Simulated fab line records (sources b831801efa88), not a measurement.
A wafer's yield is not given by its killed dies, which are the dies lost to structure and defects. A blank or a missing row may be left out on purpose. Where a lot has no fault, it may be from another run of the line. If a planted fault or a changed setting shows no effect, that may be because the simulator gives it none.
fab line records | flow sky130
record lots=7 | wafers=21 | lastDay=50
route steps=708 shown VT_ADJUST_LVTN@110 VT_ADJUST_NCORE@119 PAD_OPEN@708
lots untouched by any fault: they come from a run of this same line in which no faults occurred
startH: start of the lot's first displayed wafer, in hours after the record's first day | waitH: time in hours since the lot's previous step | " as in the row above | L1.1+2: one row covering several wafers at once | - no value present, or no start provided | * or withheld: withheld | < > ~ a bound
route shown NAME@n: names a module that has steps shown in the file, with the first one's number in the route | usual: mean/standard deviation of fault-free wafers | same: alike in all rows | chamber/n: place in a boat | sites: per-site readings | _std_site: standard deviation of those values | _edge_site: the outer-site mean with the inner-site mean subtracted | radiusMm: for every site, how far away it sits from the centre of the wafer | mask NAME#n: copy n | behind: the most recent tool/chamber to have shaped the wafer | hold: the reason the lot was held/the length of the hold in hours/how it ended | device: whichever transistor did not switch (one of n, p or np) | end of line: the route-end tests of the same wafers | a step with no rows: only its recipe | killed: dies lost to structure and defects at the first sort, not the wafer's yield | map: per-die view of a wafer (x killed, . not killed, _ where there is no die)
set.NAME: the setting that was run; set.NAME@STEP: the one run at that earlier step | model.NAME: the simulator's own value behind a step, which no gauge read
lots seen at some steps along the route; tables by step, rows by wafer
services: from which hour (startH, from the record's first day; less than 0 if before it) a tool's chamber was out of use, for how many hours, and why
## steps
# step SKY_VT_ADJUST_LVTN_COAT_13
# recipe resist=NOVOLAK | spinRpm=3000 | resistThkNm=1140
# step SKY_VT_ADJUST_LVTN_SOFTBAKE_14
# recipe tempC=90 | timeS=60 | resist=NOVOLAK
# step SKY_VT_ADJUST_LVTN_EXPOSE_15
# recipe maskId=HVN_STD_DERIVED | na=0.6 | sourceShape=conventional | sigmaOuter=0.6 | polarization=unpolarized | targetCdNm=600 | doseMj=163
# step SKY_VT_ADJUST_LVTN_PEB_16
# recipe tempC=withheld | timeS=* | resist=NOVOLAK
# step SKY_VT_ADJUST_LVTN_DEVELOP_17
# recipe resist=NOVOLAK | developer=TMAH | developTimeS=60 | devTempC=23
# step SKY_VT_ADJUST_LVTN_OVL_MEAS_18
# usual VT_ADJUST_LVTN_01_OVL=0.1/1.2
lot.wafer | tool       | chamber | startH | waitH | VT_ADJUST_LVTN_01_OVL[nm]
L838.1    | overlay-01 | -       | 178.46 | 0.1   | -0.1
L838.3    | "          | -       | "      | "     | 1.0
L838.6    | "          | -       | "      | "     | 0.0
L842.2    | overlay-01 | -       | 211.86 | 0.1   | -0.6
L842.3    | "          | -       | "      | "     | 0.0
L842.6    | "          | -       | "      | "     | -0.3
L841.1    | overlay-01 | -       | 214.37 | 0.1   | 0.0
L841.2    | "          | -       | "      | "     | -0.5
L841.3    | "          | -       | "      | "     | -1.0
L854.3    | overlay-02 | -       | 293.02 | 0.1   | 0.9
L854.4    | "          | -       | "      | "     | 3.0
L854.5    | "          | -       | "      | "     | -0.4
L855.2    | overlay-01 | -       | 295.38 | 0.1   | -1.4
L855.4    | "          | -       | "      | "     | -0.5
L855.5    | "          | -       | "      | "     | -0.4
L857.1    | overlay-02 | -       | 314.21 | 0.1   | 2.1
L857.3    | "          | -       | "      | "     | 1.1
L857.6    | "          | -       | "      | "     | 3.2
L858.2    | overlay-01 | -       | 315.46 | 0.1   | 0.3
L858.5    | "          | -       | "      | "     | 1.0
L858.6    | "          | -       | "      | "     | -0.8
# step SKY_VT_ADJUST_LVTN_IMPLANT_19
# recipe species=B | energyKev=30 | doseCm2=6.5e+11 | tiltDeg=withheld
# step SKY_VT_ADJUST_LVTN_STRIP_20
# recipe chemistry=O2/N2 | powerW=1400 | pressureMtorr=1500 | platenTempC=withheld | o2FlowSccm=3000 | n2FlowSccm=300 | overashFraction=0.5
# usual drypumpMotorCurrentA=5.4/0.39 | oesProductAu=0.716/0.0046 | stripTimeToEndpointS=14.17/0.035
lot.wafer | tool           | chamber | startH | waitH | drypumpMotorCurrentA | oesProductAu | rfHoursCounterH | stripTimeToEndpointS
L838.1    | plasmaAsher-03 | 0       | 178.64 | 0.1   | 5.3                  | 0.717        | 6               | 14.12
L838.3    | "              | 1       | "      | "     | 5.3                  | 0.711        | -               | 14.16
L838.6    | "              | 0       | "      | "     | 5.3                  | 0.718        | -               | 14.11
L842.2    | plasmaAsher-03 | 0       | 212.04 | 0.1   | 5.3                  | 0.714        | 9               | 14.20
L842.3    | "              | 1       | "      | "     | 5.3                  | 0.717        | -               | 14.19
L842.6    | "              | 1       | "      | "     | 5.2                  | 0.714        | -               | 14.16
L841.1    | plasmaAsher-01 | 0       | 214.56 | 0.1   | 6.1                  | 0.715        | 53              | 14.18
L841.2    | "              | 1       | "      | "     | 5.0                  | 0.719        | 53              | 14.20
L841.3    | "              | 1       | "      | "     | 5.0                  | 0.720        | -               | 14.17
L854.3    | plasmaAsher-01 | 0       | 293.23 | 0.1   | 6.1                  | 0.711        | -               | 14.20
L854.4    | "              | 1       | "      | "     | 5.0                  | 0.720        | -               | 14.19
L854.5    | "              | 1       | "      | "     | 5.0                  | 0.717        | -               | 14.17
L855.2    | plasmaAsher-04 | 1       | 295.56 | 0.1   | 5.8                  | 0.708        | 48              | 14.19
L855.4    | "              | 1       | "      | "     | 5.8                  | 0.718        | -               | 14.18
L855.5    | "              | 1       | "      | "     | 5.8                  | 0.721        | -               | 14.17
L857.1    | plasmaAsher-01 | 0       | 314.39 | 0.1   | 6.1                  | 0.716        | 63              | 14.22
L857.3    | "              | 0       | "      | "     | 6.1                  | 0.716        | -               | 14.18
L857.6    | "              | 0       | "      | "     | 6.2                  | 0.720        | -               | 14.23
L858.2    | plasmaAsher-04 | 0       | 315.64 | 0.1   | 5.1                  | 0.715        | 49              | 14.19
L858.5    | "              | 1       | "      | "     | 5.8                  | 0.727        | -               | 14.19
L858.6    | "              | 0       | "      | "     | 5.1                  | 0.712        | -               | 14.22
# step SKY_VT_ADJUST_LVTN_TW_MEAS_21
# usual VT_ADJUST_LVTN_2_TW=188.0/1.3
lot.wafer | tool         | chamber | startH | waitH | VT_ADJUST_LVTN_2_TW
L838.1    | filmMetro-03 | -       | 178.74 | 0.1   | 189.9
L838.3    | "            | -       | "      | "     | 189.2
L838.6    | "            | -       | "      | "     | 190.4
L842.2    | filmMetro-02 | -       | 212.15 | 0.1   | 187.6
L842.3    | "            | -       | "      | "     | 187.6
L842.6    | "            | -       | "      | "     | 186.7
L841.1    | filmMetro-02 | -       | 214.66 | 0.1   | 187.0
L841.2    | "            | -       | "      | "     | 186.4
L841.3    | "            | -       | "      | "     | 188.0
L854.3    | filmMetro-04 | -       | 293.31 | 0.1   | 186.0
L854.4    | "            | -       | "      | "     | 185.2
L854.5    | "            | -       | "      | "     | 186.3
L855.2    | filmMetro-04 | -       | 295.67 | 0.1   | 185.6
L855.4    | "            | -       | "      | "     | 187.0
L855.5    | "            | -       | "      | "     | 185.8
L857.1    | filmMetro-03 | -       | 314.49 | 0.1   | 189.5
L857.3    | "            | -       | "      | "     | 189.7
L857.6    | "            | -       | "      | "     | 189.8
L858.2    | filmMetro-02 | -       | 315.75 | 0.1   | 188.7
L858.5    | "            | -       | "      | "     | 188.4
L858.6    | "            | -       | "      | "     | 189.8
# step SKY_VT_ADJUST_NCORE_DEHYDRATE_00
# recipe tempC=200 | timeS=60
# step SKY_VT_ADJUST_NCORE_HMDS_01
# recipe primeTimeS=60 | primeTempC=120
# step SKY_VT_ADJUST_NCORE_COAT_02
# recipe resist=NOVOLAK | spinRpm=3000 | resistThkNm=1140
# step SKY_VT_ADJUST_NCORE_SOFTBAKE_03
# recipe tempC=90 | timeS=60 | resist=NOVOLAK
# usual heaterPowerTotalW=56.59/0.046 | runLengthS=89.16/0.21
lot.wafer | tool          | chamber | startH | waitH | heaterPowerTotalW | runLengthS
L838.1    | lithoTrack-03 | 0       | 190.12 | 0.1   | 56.63             | 88.99
L838.3    | "             | 0       | "      | "     | 56.61             | 89.13
L838.6    | "             | 0       | "      | "     | 56.58             | 89.05
L842.2    | lithoTrack-04 | 0       | 223.28 | 0.1   | 56.56             | 89.00
L842.3    | "             | 0       | "      | "     | 56.56             | 88.84
L842.6    | "             | 0       | "      | "     | 56.58             | 88.87
L841.1    | lithoTrack-01 | 0       | 225.41 | 0.1   | 56.65             | 89.53
L841.2    | "             | 0       | "      | "     | 56.52             | 89.74
L841.3    | "             | 0       | "      | "     | 56.58             | 89.36
L854.3    | lithoTrack-01 | 0       | 306.16 | 0.1   | 56.56             | 89.30
L854.4    | "             | 0       | "      | "     | 63.67             | 71.55
L854.5    | "             | 0       | "      | "     | 63.64             | 71.52
L855.2    | lithoTrack-01 | 0       | 308.14 | 0.1   | 56.52             | 89.67
L855.4    | "             | 0       | "      | "     | 63.64             | 71.61
L855.5    | "             | 0       | "      | "     | 63.68             | 71.78
L857.1    | lithoTrack-01 | 0       | 327.66 | 0.1   | 63.66             | 71.74
L857.3    | "             | 0       | "      | "     | 56.59             | 89.35
L857.6    | "             | 0       | "      | "     | 56.50             | 89.33
L858.2    | lithoTrack-03 | 0       | 329.20 | 0.1   | 56.61             | 89.06
L858.5    | "             | 0       | "      | "     | 56.53             | 89.15
L858.6    | "             | 0       | "      | "     | 56.56             | 89.22
# step SKY_VT_ADJUST_NCORE_EXPOSE_04
# recipe maskId=LVTN_COMPLEMENT_THIN | na=0.6 | sourceShape=conventional | sigmaOuter=0.6 | polarization=unpolarized | targetCdNm=380 | doseMj=139
# step SKY_VT_ADJUST_NCORE_PEB_05
# recipe tempC=withheld | timeS=* | resist=NOVOLAK
# step SKY_VT_ADJUST_NCORE_DEVELOP_06
# recipe resist=NOVOLAK | developer=TMAH | developTimeS=60 | devTempC=23
lot.wafer | tool          | chamber | startH | waitH | model.NOVOLAK_of_VT_ADJUST_NCORE_COAT_02.thkNm
L838.1    | lithoTrack-04 | 0       | 200.95 | 0.1   | 1137
L838.3    | "             | 0       | "      | "     | 1135
L838.6    | "             | 0       | "      | "     | 1134
L842.2+3  | lithoTrack-01 | 0       | 234.79 | 0.1   | 1143
L842.6    | "             | 0       | "      | "     | 1142
L841.1+3  | lithoTrack-01 | 0       | 236.96 | 0.1   | 1135
L841.2    | "             | 0       | "      | "     | 1132
L854.3    | lithoTrack-01 | 0       | 319.21 | 0.1   | 1141
L854.4+5  | "             | 0       | "      | "     | 1151
L855.2    | lithoTrack-01 | 0       | 320.79 | 0.1   | 1137
L855.4    | "             | 0       | "      | "     | 1145
L855.5    | "             | 0       | "      | "     | 1148
L857.1    | lithoTrack-03 | 0       | 340.27 | 0.1   | 1151
L857.3    | "             | 0       | "      | "     | 1140
L857.6    | "             | 0       | "      | "     | 1139
L858.2    | lithoTrack-01 | 0       | 342.14 | 0.1   | 1135
L858.5+6  | "             | 0       | "      | "     | 1132
# step SKY_VT_ADJUST_NCORE_CD_MEAS_07
# recipe targetCdNm=380
# usual cdNm=380.1/2.2
lot.wafer | tool     | chamber | startH | waitH | cdNm
L838.1    | cdSem-02 | -       | 201.10 | 0.1   | 380.6
L838.3    | "        | -       | "      | "     | 383.0
L838.6    | "        | -       | "      | "     | 382.9
L842.2    | cdSem-02 | -       | 234.93 | 0.1   | 379.4
L842.3    | "        | -       | "      | "     | 378.3
L842.6    | "        | -       | "      | "     | 380.2
L841.1    | cdSem-02 | -       | 237.11 | 0.1   | 380.1
L841.2    | "        | -       | "      | "     | 381.0
L841.3    | "        | -       | "      | "     | 378.3
L854.3    | cdSem-02 | -       | 319.35 | 0.1   | 383.8
L854.4    | "        | -       | "      | "     | 382.3
L854.5    | "        | -       | "      | "     | 382.2
L855.2    | cdSem-01 | -       | 320.93 | 0.1   | 381.8
L855.4    | "        | -       | "      | "     | 380.3
L855.5    | "        | -       | "      | "     | 379.0
L857.1    | cdSem-02 | -       | 340.48 | 0.2   | 377.3
L857.3    | "        | -       | "      | "     | 378.3
L857.6    | "        | -       | "      | "     | 377.6
L858.2    | cdSem-02 | -       | 342.28 | 0.1   | 377.4
L858.5    | "        | -       | "      | "     | 378.1
L858.6    | "        | -       | "      | "     | 377.3
# step SKY_PAD_OPEN_PROBE_99
# usual killed_at_M0_to_M3=43/6.6 | killed_at_M4_up=2.9/1.6 | killedAtContacts=24/4.9 | killedAtFrontEnd=15/4.5 | killedAtOther=0.2/0.45 | killedDies=86/8.8 | killedOpen=48/6.4 | killedShort=38/5.6
# same grossDies=492 | killedAtBackSide=0
lot.wafer | tool      | chamber | startH  | waitH | killed_at_M0_to_M3 | killed_at_M4_up | killedAtContacts | killedAtFrontEnd | killedAtOther | killedDies | killedOpen | killedShort
L841.1    | prober-01 | -       | 1126.24 | 0.1   | 42                 | 3               | 17               | 17               | 0             | 79         | 46         | 33
L841.2    | prober-01 | -       | 1126.29 | 0.1   | 37                 | 6               | 21               | 10               | 0             | 74         | 38         | 36
L841.3    | prober-01 | -       | 1126.34 | 0.2   | 50                 | 3               | 25               | 18               | 0             | 96         | 58         | 38
# killed by level:class
L841.1 LI_CONTACT:geometricParticle:open=10 VIA1:geometricParticle:open=7 VIA2:geometricParticle:open=7 VIA3:geometricParticle:open=6 POLY_GATE:geometricParticle:short=5 VIA2:geometricParticle:short=5 FIELD_ISO:geometricParticle:open=4 METAL1:geometricParticle:short=4
L841.2 CONTACT:geometricParticle:open=9 LI_CONTACT:geometricParticle:open=6 METAL1:geometricParticle:short=6 METAL4:geometricParticle:short=6 VIA1:geometricParticle:open=6 VIA2:geometricParticle:open=6 METAL2:geometricParticle:short=4 LI_CONTACT:geometricParticle:short=3
L841.3 LI_CONTACT:geometricParticle:open=13 CONTACT:geometricParticle:open=10 VIA1:geometricParticle:open=10 METAL1:geometricParticle:short=8 VIA2:geometricParticle:open=7 METAL2:geometricParticle:short=7 FIELD_ISO:geometricParticle:open=6 FIELD_ISO:geometricParticle:short=5
## services
tool           | chamber | startH | hours | kind
plasmaAsher-03 | -       | 184.82 | 1.2   | repair
plasmaAsher-03 | -       | 231.71 | 14.6  | pm
plasmaAsher-04 | -       | 308.94 | 3.7   | repair
## key
firstSign step=SKY_VT_ADJUST_NCORE_SOFTBAKE_03 | reading=heaterPowerTotalW | direction=up | sigmas=99+ | usual=* | struck=*
effect step=SKY_VT_ADJUST_NCORE_SOFTBAKE_03 | reading=runLengthS | direction=down | sigmas=82 | usual=* | struck=*
modelEffect step=SKY_VT_ADJUST_NCORE_DEVELOP_06 | value=NOVOLAK_of_VT_ADJUST_NCORE_COAT_02.thkNm | without=1141 | struck=1149
metAt SKY_VT_ADJUST_NCORE_SOFTBAKE_03
struckWafers L854.4,L854.5,L855.4,L855.5,L857.1
testerLeftOut L854,L855,L857
onsetBetween 225.41 306.16
fault kind=processParameterDrift | tool=lithoTrack-01 | chamber=- | onsetH=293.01 | steps=SKY_VT_ADJUST_NCORE_SOFTBAKE_03 | channel=timeS | offset=* | shape=step | endH=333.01 | scope=struckWafersOnly | actsIn=* | stated=*
# testerLeftOut: of these lots the tester's yield and bins aren't shown, on N5 and GAA mostly nor the transistor test; their killed dies are dies lost to structure and defects alone, not to doping, threshold or leakage, so they don't give the yield
